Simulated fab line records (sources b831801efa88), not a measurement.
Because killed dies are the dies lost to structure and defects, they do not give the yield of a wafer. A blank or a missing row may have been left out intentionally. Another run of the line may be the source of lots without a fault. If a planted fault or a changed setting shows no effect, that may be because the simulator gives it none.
Problem report, 8D (eight disciplines) form, completed by code + flow sky130 + the parts of the form that need people (team, actions taken, sign-off) are left out

== 1. WHAT IS WRONG ==
Across 9 wafers from 3 lots, VIA3_W_RS at SKY_VIA3_RS_MEAS_22 averages 58.368 ohm/sq, while fault-free wafers read 0.291 ohm/sq with a standard deviation of 0.004. That is +99 or more standard deviations from the usual mean.
The step: measures by four-point-probe.
First seen on wafer L299.1, day 43 12:20, on film_metro-01. The record holds 39 wafers of 13 lots with a number at this step. Rule for "out" (also "out of limits"): further than 4 standard deviations from the usual mean. All remaining wafers that have a number are taken as sound.

== 2. WHAT THIS IS AND IS NOT ==
| question                    | is                           | is not                                                                          |
|-----------------------------|------------------------------|---------------------------------------------------------------------------------|
| which readings at this step | VIA3_W_RS                    | -                                                                               |
| which lots                  | L299, L300, L301             | L286, L287, L288, L292, L295, L297, L298, L304, L308, L309                      |
| which wafers of those lots  | all that have a number       | -                                                                               |
| read on which gauges        | film_metro-01, film_metro-04 | film_metro-02                                                                   |
| when                        | from day 43 12:20            | up to then (21 sound wafers); but 9 sound wafers of L304, L308, L309 came after |

== 3. THE SUSPECTS, EACH WITH WHAT RULES IT OUT ==
Counting: any tool at a process step up to the reading is kept as a suspect provided that every lot that is out went through it and no sound lot did after the first of them.
- ruled out: the gauge at SKY_VIA3_RS_MEAS_22. Those wafers that are out were read across 2 gauges (film_metro-01, film_metro-04).
- cvd_w-02 at SKY_VIA3_CVD_21 (deposits W, target thk 390 nm, time 117.31 s): ruled out as a lasting fault. The sound lots L308 went through it after L299, its earliest lot that is out (day 43 12:12).
Left after counting: nothing in the record.

== 4. THE CAUSE (what the simulator had put in) ==
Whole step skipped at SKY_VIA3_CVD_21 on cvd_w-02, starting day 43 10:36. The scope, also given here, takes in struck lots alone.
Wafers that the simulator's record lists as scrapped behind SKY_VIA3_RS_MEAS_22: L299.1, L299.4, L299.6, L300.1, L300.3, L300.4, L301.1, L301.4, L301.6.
Counting ruled it out, wrongly: the rule takes a fault to strike every lot that its tool runs from its start on, and this one did not.

== 5. THE CHAIN OF EFFECTS, in route order ==
Rows list readings where the struck wafers' mean (over those with a number) sits beyond 3 standard deviations from the usual. Readings are gone through only where the record gives a usual standard deviation; hours: the median, over the lots, of the time from a lot's start at the first step in this table giving one to that lot's start at this step; sigmas: the change measured in usual standard deviations.
| hours | step                | reading   | usual        | on struck wafers | change  | sigmas      |
|-------|---------------------|-----------|--------------|------------------|---------|-------------|
| 0     | SKY_VIA3_RS_MEAS_22 | VIA3_W_RS | 0.291 ohm/sq | 58.368           | +58.077 | +99 or more |
Readings that are blank on the struck wafers while sound wafers have them: chamber_pressure_Torr at SKY_VIA3_CVD_21; heater_power_outer_w at SKY_VIA3_CVD_21; heater_power_w at SKY_VIA3_CVD_21.

== 6. HOW IT WOULD HAVE BEEN CAUGHT EARLIER ==
The first out-of-limits reading at a measuring or inspecting step in this record came at day 43 12:20, 2 hours after the fault's start at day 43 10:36.
At SKY_VIA3_CVD_21 the tool's readings are blank on the struck wafers, where sound wafers have them: an empty tool record is the first sign, and it was there at once.
